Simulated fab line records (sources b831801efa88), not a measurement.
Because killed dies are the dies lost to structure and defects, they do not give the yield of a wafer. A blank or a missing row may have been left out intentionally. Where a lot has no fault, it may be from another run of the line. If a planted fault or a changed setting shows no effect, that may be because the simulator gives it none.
fab line records	flow sky130
[record] lots = 10	wafers = 30	last-day = 50
route steps=708 shown VIA2@520 CAPM@539 PAD_OPEN@708
lots with no fault: from the same line, run without faults
start-h: start of the lot's first displayed wafer, in hours after the record's first day	wait-h: hours from the lot's prior step to this one	" as in the row above	L1.1+2: a single row standing in for several wafers	- no value, or no start was given	* or withheld: withheld	< > ~ a bound
route shown NAME@n: names a module that has steps shown in the file, with the first one's number in the route	usual: average and standard deviation across the fault-free wafers	same: alike in all rows	chamber/n: place in a boat	sites: the reading at each site	_std_site: standard deviation across them	_edge_site: inner sites' mean taken away from outer sites' mean	radius-mm: how far each site lies from the wafer's centre	mask NAME#n: copy n	behind: tool/chamber where the wafer was last shaped	hold: why the lot was held/for how many hours/how that ended	device: names the non-switching transistor (n, p or np)	end of line: the tests these same wafers got at the end of their route	a step given without rows: its recipe and nothing more	killed: dies that structure and defects cost at the first sort, which is not the same as the wafer's yield	map: dies across one wafer; x = killed, . = not, _ = none there
set.NAME: the setting that was run; set.NAME@STEP: the one run at that earlier step	model.NAME: the simulator's own value behind a step, which no gauge read
steps of the route over a sample of lots; a table a step, a row a wafer
services: a tool's chamber out of use, with start hour (start-h, from the record's first day; less than 0 if before it), hours out, and reason
[[steps]]
[step SKY_VIA2_OVL_MEAS_13]
[usual] VIA2_OVL = -7/6.7
lot.wafer	tool	chamber	start-h	wait-h	VIA2_OVL[nm]
L194.2	overlay-02	-	847.55	0.1	-7
L194.5	"	-	"	"	-3
L194.6	"	-	"	"	-9
L196.2	overlay-02	-	867.57	0.1	6
L196.3	"	-	"	"	-5
L196.5	"	-	"	"	-1
L202.1	overlay-02	-	907.11	0.1	-8
L202.5	"	-	"	"	-9
L202.6	"	-	"	"	-14
L204.4	overlay-01	-	922.90	0.1	-17
L204.5	"	-	"	"	-4
L204.6	"	-	"	"	-12
L205.1	overlay-01	-	930.21	0.1	-6
L205.3	"	-	"	"	-2
L205.4	"	-	"	"	-10
L206.3	overlay-02	-	946.16	0.1	-10
L206.5	"	-	"	"	-10
L206.6	"	-	"	"	-7
L208.1	overlay-02	-	960.33	0.1	-3
L208.3	"	-	"	"	-2
L208.4	"	-	"	"	-17
L209.2	overlay-02	-	967.55	0.1	-11
L209.3	"	-	"	"	-6
L209.4	"	-	"	"	-12
L212.1	overlay-01	-	980.44	0.1	-1
L212.3	"	-	"	"	-9
L212.5	"	-	"	"	-1
L214.1	overlay-01	-	997.01	0.1	-7
L214.5	"	-	"	"	-14
L214.6	"	-	"	"	-1
[step SKY_VIA2_ETCH_14]
[recipe] chemistry = N2/H2	target = BARC	ion-energy-ev = 200	source-w = 500	bias-w = 100	pressure-mtorr = 30	n2-flow-sccm = 100	h2-flow-sccm = 200	stop-on = SiO2	time-s = 45.9	target-depth-a = 600
[usual] drypump-motor-current-A = 5.9/0.45	h2-flow-sccm = 200.0/0.7	oes-product-au = 0.855/0.0051	throttle-valve-pct = 13.225/0.0093
lot.wafer	tool	chamber	start-h	wait-h	drypump-motor-current-A	h2-flow-sccm	oes-product-au	rf-hours-counter-h	throttle-valve-pct
L194.2	rie-diel-01	3	847.58	0.0	5.7	199.8	0.862	24	13.226
L194.5	"	0	"	"	6.7	199.3	0.856	-	13.225
L194.6	"	3	"	"	5.7	200.0	0.852	-	13.219
L196.2	rie-diel-02	2	867.60	0.0	5.7	198.9	0.855	7	13.235
L196.3	"	3	"	"	6.0	201.4	0.848	2	13.209
L196.5	"	1	"	"	5.9	199.8	0.855	-	13.237
L202.1	rie-diel-04	3	907.15	0.0	6.6	200.4	0.849	18	13.223
L202.5	"	3	"	"	6.6	200.9	0.854	-	13.242
L202.6	"	2	"	"	5.3	199.9	0.852	-	13.226
L204.4	rie-diel-01	3	922.91	0.0	5.7	199.3	0.856	27	13.221
L204.5	"	2	"	"	5.1	199.6	0.854	-	13.230
L204.6	"	1	"	"	5.9	200.1	0.852	-	13.214
L205.1	rie-diel-02	0	930.25	0.0	6.0	201.1	0.853	2	13.220
L205.3	"	2	"	"	5.8	199.8	0.848	8	13.238
L205.4	"	1	"	"	5.8	199.6	0.851	3	13.228
L206.3	rie-diel-04	3	946.18	0.0	6.6	199.3	0.857	19	13.245
L206.5	"	1	"	"	6.1	199.2	0.861	-	13.219
L206.6	"	0	"	"	5.6	200.1	0.857	-	13.218
L208.1	rie-diel-01	1	960.36	0.0	6.0	200.6	0.861	12	13.227
L208.3	"	0	"	"	6.6	201.3	0.845	16	13.231
L208.4	"	0	"	"	6.6	202.1	0.857	-	13.229
L209.2	rie-diel-02	1	967.58	0.0	5.9	200.0	0.847	4	13.239
L209.3	"	2	"	"	5.8	200.8	0.854	9	13.246
L209.4	"	3	"	"	6.0	199.9	0.847	5	13.228
L212.1	rie-diel-04	1	980.48	0.0	6.1	199.4	0.851	20	13.211
L212.3	"	0	"	"	5.6	199.3	0.857	19	13.208
L212.5	"	0	"	"	5.6	198.1	0.851	-	13.224
L214.1	rie-diel-02	0	997.05	0.0	6.0	199.6	0.857	4	13.230
L214.5	"	0	"	"	6.0	199.8	0.848	-	13.208
L214.6	"	3	"	"	6.0	199.9	0.849	-	13.217
[step SKY_CAPM_SPUTTER_02]
[recipe] material = TiN	target-thk-nm = 200	temp-c = 300	power-w = 6500	time-s = 166.7	chamber-pressure-pa = 0.4
[usual] cathode-dc-power-W = 6500.1/1.3	chamber-pressure-pa = 0.4000/0.00078	substrate-temp-c = 299.99/0.19	throttle-valve-pct = 30.4/0.5
lot.wafer	tool	chamber	start-h	wait-h	cathode-dc-power-W	chamber-pressure-pa	substrate-temp-c	throttle-valve-pct
L194.2	pvd-sputter-04	-	849.27	0.0	6499.8	0.4003	300.12	29.6
L194.5	"	-	"	"	6498.8	0.4000	300.16	30.2
L194.6	"	-	"	"	6499.3	0.3993	299.95	30.5
L196.2	pvd-sputter-03	-	869.20	0.0	6499.9	0.4004	299.95	30.5
L196.3	"	-	"	"	6498.6	0.3989	300.10	30.6
L196.5	"	-	"	"	6500.0	0.4005	300.14	30.3
L202.1	pvd-sputter-04	-	908.75	0.1	6501.9	0.4014	299.76	30.8
L202.5	"	-	"	"	6503.0	0.4000	299.99	30.4
L202.6	"	-	"	"	6500.0	0.4004	300.31	30.6
L204.4	pvd-sputter-04	-	924.52	0.0	-	-	-	-
L204.5	"	-	"	"	-	-	-	-
L204.6	"	-	"	"	-	-	-	-
L205.1	pvd-sputter-04	-	931.94	0.1	-	-	-	-
L205.3	"	-	"	"	-	-	-	-
L205.4	"	-	"	"	-	-	-	-
L206.3	pvd-sputter-04	-	947.78	0.0	6500.0	0.3993	299.87	29.8
L206.5	"	-	"	"	6498.5	0.3987	299.96	29.7
L206.6	"	-	"	"	6499.4	0.4008	299.90	30.8
L208.1	pvd-sputter-04	-	961.97	0.1	6499.4	0.4001	300.00	31.0
L208.3	"	-	"	"	6499.2	0.3993	299.74	30.5
L208.4	"	-	"	"	6501.4	0.3993	299.71	29.5
L209.2	pvd-sputter-04	-	969.19	0.0	6499.5	0.3994	299.88	29.9
L209.3	"	-	"	"	6499.1	0.3993	299.62	30.5
L209.4	"	-	"	"	6500.6	0.3998	299.62	29.7
L212.1	pvd-sputter-04	-	982.12	0.1	6498.7	0.3983	299.97	30.5
L212.3	"	-	"	"	6500.8	0.3991	300.20	30.8
L212.5	"	-	"	"	6498.6	0.4008	300.10	30.7
L214.1	pvd-sputter-04	-	998.65	0.1	6501.1	0.3994	300.08	30.6
L214.5	"	-	"	"	6498.8	0.4000	300.04	30.6
L214.6	"	-	"	"	6500.6	0.3987	300.27	30.5
[step SKY_CAPM_RS_MEAS_03]
[recipe] thk-meas-gauge = four-point-probe	reads = TiN_of_CAPM_SPUTTER_02
[usual] CAPM_TIN_RS = 6.91/0.071
lot.wafer	tool	chamber	start-h	wait-h	CAPM_TIN_RS[ohm/sq]
L194.2	film-metro-03	-	849.39	0.1	6.88
L194.5	"	-	"	"	6.91
L194.6	"	-	"	"	6.83
L196.2	film-metro-02	-	869.33	0.1	6.87
L196.3	"	-	"	"	6.89
L196.5	"	-	"	"	6.95
L202.1	film-metro-02	-	908.86	0.1	6.95
L202.5	"	-	"	"	7.05
L202.6	"	-	"	"	6.94
L204.4	film-metro-02	-	924.69	0.1	-
L204.5	"	-	"	"	-
L204.6	"	-	"	"	-
L205.1	film-metro-03	-	932.04	0.1	-
L205.3	"	-	"	"	-
L205.4	"	-	"	"	-
L206.3	film-metro-02	-	947.93	0.1	6.99
L206.5	"	-	"	"	6.97
L206.6	"	-	"	"	6.96
L208.1	film-metro-03	-	962.08	0.1	6.90
L208.3	"	-	"	"	6.93
L208.4	"	-	"	"	6.95
L209.2	film-metro-03	-	969.32	0.1	6.95
L209.3	"	-	"	"	6.94
L209.4	"	-	"	"	6.96
L212.1	film-metro-04	-	982.23	0.1	7.00
L212.3	"	-	"	"	6.93
L212.5	"	-	"	"	6.85
L214.1	film-metro-04	-	998.76	0.1	6.78
L214.5	"	-	"	"	6.69
L214.6	"	-	"	"	6.80
[step SKY_CAPM_THK_MEAS_04]
[recipe] thk-meas-gauge = xrf	reads = TiN_of_CAPM_SPUTTER_02
[usual] CAPM_TIN_THK = 200.0/2.3
lot.wafer	tool	chamber	start-h	wait-h	CAPM_TIN_THK[nm]
L194.2	film-metro-03	-	849.50	0.1	200.2
L194.5	"	-	"	"	200.0
L194.6	"	-	"	"	202.1
L196.2	film-metro-02	-	869.44	0.1	200.8
L196.3	"	-	"	"	201.1
L196.5	"	-	"	"	199.8
L202.1	film-metro-02	-	908.98	0.1	197.5
L202.5	"	-	"	"	194.3
L202.6	"	-	"	"	198.6
L204.4	film-metro-02	-	924.78	0.1	<0.0
L204.5	"	-	"	"	<0.0
L204.6	"	-	"	"	<0.0
L205.1	film-metro-03	-	932.16	0.1	<0.0
L205.3	"	-	"	"	<0.0
L205.4	"	-	"	"	<0.0
L206.3	film-metro-02	-	948.03	0.1	197.4
L206.5	"	-	"	"	197.3
L206.6	"	-	"	"	198.1
L208.1	film-metro-03	-	962.20	0.1	199.6
L208.3	"	-	"	"	199.5
L208.4	"	-	"	"	198.4
L209.2	film-metro-03	-	969.43	0.1	198.9
L209.3	"	-	"	"	198.1
L209.4	"	-	"	"	198.4
L212.1	film-metro-04	-	982.35	0.1	199.4
L212.3	"	-	"	"	201.5
L212.5	"	-	"	"	203.3
L214.1	film-metro-04	-	998.88	0.1	206.4
L214.5	"	-	"	"	208.5
L214.6	"	-	"	"	204.2
[step SKY_CAPM_STRIP_14]
[recipe] chemistry = O2/N2	power-w = 1400	pressure-mtorr = 1500	platen-temp-c = withheld	o2-flow-sccm = 3000	n2-flow-sccm = 300	overash-fraction = 0.5
[usual] drypump-motor-current-A = 5.9/0.57	oes-product-au = 0.711/0.0042	strip-time-to-endpoint-s = 12.66/0.049
lot.wafer	tool	chamber	start-h	wait-h	drypump-motor-current-A	oes-product-au	rf-hours-counter-h	strip-time-to-endpoint-s
L194.2	plasma-asher-02	1	875.52	0.1	4.9	0.713	75	12.60
L194.5	"	0	"	"	6.6	0.710	-	12.65
L194.6	"	1	"	"	4.9	0.718	-	12.62
L196.2	plasma-asher-02	1	895.69	0.1	4.8	0.710	77	12.64
L196.3	"	1	"	"	4.8	0.715	-	12.58
L196.5	"	0	"	"	6.5	0.714	-	12.60
L202.1	plasma-asher-04	1	932.32	0.1	6.4	0.707	47	12.65
L202.5	"	0	"	"	6.5	0.712	-	12.70
L202.6	"	1	"	"	6.4	0.703	-	12.68
L204.4	plasma-asher-02	0	949.52	0.1	6.6	0.715	-	12.69
L204.5	"	1	"	"	4.9	0.702	-	12.78
L204.6	"	0	"	"	6.5	0.705	-	12.75
L205.1	plasma-asher-01	0	957.02	0.1	5.9	0.710	22	12.72
L205.3	"	1	"	"	5.7	0.705	-	12.67
L205.4	"	0	"	"	5.9	0.712	-	12.75
L206.3	plasma-asher-02	0	972.07	0.1	6.5	0.713	-	12.66
L206.5	"	0	"	"	6.5	0.711	-	12.68
L206.6	"	1	"	"	4.9	0.708	-	12.60
L208.1	plasma-asher-01	1	986.37	0.1	5.7	0.715	25	12.63
L208.3	"	1	"	"	5.7	0.707	-	12.67
L208.4	"	0	"	"	5.9	0.708	-	12.62
L209.2	plasma-asher-02	1	992.82	0.1	4.9	0.716	86	12.72
L209.3	"	1	"	"	4.9	0.711	-	12.73
L209.4	"	0	"	"	6.6	0.709	-	12.69
L212.1	plasma-asher-02	0	1005.86	0.1	6.6	0.706	87	12.72
L212.3	"	1	"	"	4.9	0.713	-	12.69
L212.5	"	1	"	"	4.8	0.715	-	12.71
L214.1	plasma-asher-01	0	1021.87	0.1	5.9	0.706	29	12.74
L214.5	"	1	"	"	5.7	0.711	-	12.67
L214.6	"	0	"	"	5.9	0.704	-	12.66
[step SKY_PAD_OPEN_PROBE_99]
[usual] defect-limited-yield = 82.5/1.9	killed_at_M0_to_M3 = 43/7.6	killed_at_M4_up = 2.9/1.7	killed-at-contacts = 24/5.5	killed-at-front-end = 15/4.2	killed-at-other = 0.3/0.52	killed-dies = 86/9.4	killed-on-rim = 17/4	killed-open = 47/7	killed-short = 39/6.4	sort_bin_3_pad_short = 0.9/0.4	sort_bin_5_function = 10.3/1.6	sort_bin_6_memory = 6.2/1.1	sort-n-pass = 406/9.4	sort-yield-pct = 82.5/1.9
[same] gross-dies = 492	killed-at-back-side = 0	sort_bin_4_leakage[%] = 0	sort_bin_8_speed[%] = 0
lot.wafer	tool	chamber	start-h	wait-h	defect-limited-yield[%]	killed_at_M0_to_M3	killed_at_M4_up	killed-at-contacts	killed-at-front-end	killed-at-other	killed-dies	killed-on-rim	killed-open	killed-short	sort_bin_3_pad_short[%]	sort_bin_5_function[%]	sort_bin_6_memory[%]	sort-n-pass	sort-yield-pct[%]
L194.2	prober-01	-	1076.32	0.1	79.1	60	2	33	8	0	103	15	65	37	1.0	13.0	6.9	389	79.1
L194.5	prober-01	-	1076.47	0.2	81.5	38	3	28	22	0	91	14	50	41	1.6	10.0	6.9	401	81.5
L194.6	prober-01	-	1076.52	0.2	82.5	52	3	20	9	2	86	16	48	37	1.4	8.3	7.7	406	82.5
L196.2	prober-01	-	1091.28	0.1	83.5	45	1	26	9	0	81	18	52	29	0.6	11.2	4.7	411	83.5
L196.3	prober-01	-	1091.33	0.2	81.3	46	5	26	14	1	92	17	55	37	0.8	13.2	4.7	400	81.3
L196.5	prober-01	-	1091.43	0.2	80.7	48	2	26	18	1	95	23	41	54	1.0	11.0	7.3	397	80.7
L202.1	prober-02	-	1122.48	0.1	83.5	36	7	21	17	0	81	12	45	36	0.4	11.2	4.9	411	83.5
L202.5	prober-02	-	1122.68	0.2	79.9	43	2	36	16	2	99	19	51	47	1.0	12.0	7.1	393	79.9
L202.6	prober-02	-	1122.73	0.2	83.7	38	2	27	13	0	80	17	35	44	1.4	9.6	5.3	412	83.7
L204.4	prober-02	-	1137.35	0.2	0	10	0	4	6	472	492	96	11	8	29.5	68.7	1.8	0	0
L204.5	prober-02	-	1137.40	0.2	0	7	2	6	3	474	492	96	7	11	27.6	70.1	2.2	0	0
L204.6	prober-02	-	1137.45	0.2	0	13	1	7	2	469	492	96	14	8	23.0	75.0	2.0	0	0
L205.1	prober-01	-	1143.60	0.1	0	5	1	4	2	480	492	96	7	5	25.2	72.2	2.6	0	0
L205.3	prober-01	-	1143.70	0.2	0	4	0	8	3	477	492	96	13	2	22.0	74.6	3.5	0	0
L205.4	prober-01	-	1143.75	0.2	0	5	1	4	4	478	492	96	11	3	24.8	74.2	1.0	0	0
L212.1	prober-02	-	1179.78	0.1	80.5	58	3	16	19	0	96	13	62	34	0.8	11.6	7.1	396	80.5
L212.3	prober-02	-	1179.88	0.2	82.3	40	1	30	15	1	87	17	49	38	0.4	8.1	9.1	405	82.3
L212.5	prober-02	-	1179.98	0.2	80.5	51	4	26	14	1	96	22	48	47	1.0	12.6	5.9	396	80.5
// killed by level:class
L194.2 CONTACT:geometric-particle:open=14 VIA1:geometric-particle:open=14 LI_CONTACT:geometric-particle:open=11 VIA2:geometric-particle:open=10 VIA1:geometric-particle:short=10 METAL1:geometric-particle:short=9 VIA3:geometric-particle:open=7 POLY_GATE:geometric-particle:open=4
L194.5 LI_CONTACT:geometric-particle:open=11 CONTACT:geometric-particle:open=11 POLY_GATE:geometric-particle:short=10 VIA2:geometric-particle:open=9 POLY_GATE:geometric-particle:open=6 VIA3:geometric-particle:open=6 FIELD_ISO:geometric-particle:short=5 METAL1:geometric-particle:short=5
L194.6 VIA1:geometric-particle:open=11 CONTACT:geometric-particle:open=10 VIA3:geometric-particle:open=9 METAL2:geometric-particle:short=8 VIA2:geometric-particle:open=6 FIELD_ISO:geometric-particle:short=5 CONTACT:geometric-particle:short=4 METAL1:geometric-particle:short=4
L196.2 VIA1:geometric-particle:open=13 CONTACT:geometric-particle:open=10 LI_CONTACT:geometric-particle:open=9 VIA2:geometric-particle:open=9 METAL1:geometric-particle:short=6 VIA1:geometric-particle:short=6 LOCAL_INTERCONNECT:geometric-particle:short=4 FIELD_ISO:geometric-particle:open=3
L196.3 CONTACT:geometric-particle:open=10 LI_CONTACT:geometric-particle:open=10 VIA1:geometric-particle:open=10 VIA2:geometric-particle:open=9 FIELD_ISO:geometric-particle:short=5 METAL2:geometric-particle:short=5 VIA2:geometric-particle:short=4 METAL1:geometric-particle:short=4
L196.5 CONTACT:geometric-particle:open=11 VIA1:geometric-particle:short=10 VIA1:geometric-particle:open=9 METAL1:geometric-particle:short=7 LI_CONTACT:geometric-particle:open=6 CONTACT:geometric-particle:short=5 FIELD_ISO:geometric-particle:short=4 POLY_GATE:geometric-particle:short=4
L202.1 VIA1:geometric-particle:open=9 LI_CONTACT:geometric-particle:open=8 FIELD_ISO:geometric-particle:short=5 VIA3:geometric-particle:open=5 CONTACT:geometric-particle:open=5 VIA2:geometric-particle:open=4 POLY_GATE:geometric-particle:short=4 LOCAL_INTERCONNECT:geometric-particle:open=4
L202.5 CONTACT:geometric-particle:open=14 VIA2:geometric-particle:open=8 LI_CONTACT:geometric-particle:open=7 CONTACT:geometric-particle:short=7 LOCAL_INTERCONNECT:geometric-particle:short=6 METAL1:geometric-particle:short=6 VIA1:geometric-particle:short=6 METAL2:geometric-particle:short=6
L202.6 CONTACT:geometric-particle:open=8 LI_CONTACT:geometric-particle:open=8 VIA1:geometric-particle:short=7 LI_CONTACT:geometric-particle:short=6 METAL2:geometric-particle:short=6 VIA2:geometric-particle:short=5 VIA1:geometric-particle:open=4 VIA2:geometric-particle:open=4
L204.4 CAPM:lost-pattern=470 METAL1:geometric-particle:short=3 SPACER:geometric-particle:short=2 VIA1:geometric-particle:open=2 VIA2:geometric-particle:open=2 VIA3:geometric-particle:open=2 CAPM:area-sputter=2 FIELD_ISO:geometric-particle:short=1
L204.5 CAPM:lost-pattern=473 CONTACT:geometric-particle:open=3 FIELD_ISO:geometric-particle:short=2 VIA1:geometric-particle:open=2 METAL4:geometric-particle:short=2 POLY_GATE:geometric-particle:short=1 CONTACT:geometric-particle:short=1 LI_CONTACT:geometric-particle:open=1
L204.6 CAPM:lost-pattern=468 CONTACT:geometric-particle:open=3 LI_CONTACT:geometric-particle:open=2 METAL1:geometric-particle:open=2 VIA3:geometric-particle:open=2 VIA1:geometric-particle:short=2 VIA1:geometric-particle:open=2 FIELD_ISO:geometric-particle:short=1
L205.1 CAPM:lost-pattern=477 VIA1:geometric-particle:open=3 CAPM:area-sputter=3 LI_CONTACT:geometric-particle:open=2 POLY_GATE:geometric-particle:short=1 POLY_CUT:geometric-particle:open=1 LOCAL_INTERCONNECT:geometric-particle:short=1 CONTACT:geometric-particle:open=1
L205.3 CAPM:lost-pattern=474 LI_CONTACT:geometric-particle:open=4 CONTACT:geometric-particle:open=4 CAPM:area-sputter=3 VIA2:geometric-particle:open=2 FIELD_ISO:geometric-particle:open=1 POLY_GATE:geometric-particle:short=1 POLY_GATE:geometric-particle:open=1
L205.4 CAPM:lost-pattern=476 CONTACT:geometric-particle:open=4 POLY_GATE:geometric-particle:open=2 VIA2:geometric-particle:open=2 CAPM:area-sputter=2 FIELD_ISO:geometric-particle:open=1 SONOS_ONO:geometric-particle:short=1 VIA1:geometric-particle:open=1
L212.1 VIA1:geometric-particle:open=16 VIA2:geometric-particle:open=11 FIELD_ISO:geometric-particle:short=9 CONTACT:geometric-particle:open=9 VIA3:geometric-particle:open=6 FIELD_ISO:geometric-particle:open=5 METAL2:geometric-particle:open=5 METAL2:geometric-particle:short=5
L212.3 CONTACT:geometric-particle:open=12 LI_CONTACT:geometric-particle:open=9 VIA3:geometric-particle:open=7 FIELD_ISO:geometric-particle:open=6 VIA1:geometric-particle:short=6 FIELD_ISO:geometric-particle:short=5 METAL2:geometric-particle:short=5 VIA1:geometric-particle:open=5
L212.5 VIA1:geometric-particle:open=18 CONTACT:geometric-particle:open=11 VIA1:geometric-particle:short=10 CONTACT:geometric-particle:short=7 FIELD_ISO:geometric-particle:short=6 VIA2:geometric-particle:open=6 METAL1:geometric-particle:short=5 FIELD_ISO:geometric-particle:open=4
[[services]]
tool	chamber	start-h	hours	kind
plasma-asher-01	-	826.01	0.5	repair
pvd-sputter-04	-	827.80	9.9	repair
pvd-sputter-03	-	833.20	2.4	repair
rie-diel-02	3	851.93	4.7	repair
rie-diel-04	-	856.83	0.5	repair
pvd-sputter-04	-	866.49	0.6	repair
plasma-asher-01	-	867.70	3.3	repair
rie-diel-02	0	870.23	9.8	repair
rie-diel-01	-	940.42	0.6	repair
pvd-sputter-03	1	947.70	-	consumable-replace:kit
rie-diel-01	0	949.26	4.1	repair
plasma-asher-02	-	954.79	4.0	pm
pvd-sputter-04	0	958.13	-	consumable-replace:kit
pvd-sputter-04	0	958.13	18.0	scheduled-down
pvd-sputter-04	0	958.13	18.0	vent-cycle
rie-diel-01	3	959.14	-	clean
rie-diel-01	3	959.14	15.3	scheduled-down
rie-diel-01	3	959.14	15.3	vent-cycle
plasma-asher-02	-	977.84	8.9	repair
rie-diel-02	1	986.97	2.5	repair
rie-diel-01	2	990.85	-	clean
rie-diel-01	2	990.85	17.7	scheduled-down
rie-diel-01	2	990.85	17.7	vent-cycle
rie-diel-04	2	1015.13	12.8	repair
[[key]]
[first-sign] step = SKY_CAPM_SPUTTER_02	reading = tool-record	direction = missing
[effect] step = SKY_CAPM_RS_MEAS_03	reading = CAPM_TIN_RS	direction = missing
[effect] step = SKY_CAPM_THK_MEAS_04	reading = CAPM_TIN_THK	direction = down	sigmas = 88	usual = 200.0	struck = <0.0
[effect] step = SKY_PAD_OPEN_PROBE_99	reading = killed-at-other	direction = up	sigmas = 99+	usual = 0.3	struck = 475
met-at SKY_CAPM_SPUTTER_02
struck-lots L204,L205
later-rows-left-out L204.4,L204.5,L204.6,L205.1,L205.3,L205.4
not-acting-at SKY_VIA2_OVL_MEAS_13,SKY_VIA2_ETCH_14,SKY_CAPM_STRIP_14
onset-between 908.75 924.52
[fault] kind = skipped-step-whole	tool = pvd-sputter-04	chamber = -	onset-h = 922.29	steps = SKY_CAPM_SPUTTER_02	scope = struck-lots-only
// later-rows-left-out: the simulator's readings of these wafers behind a module that went badly wrong aren't trusted and aren't shown, but for the sort
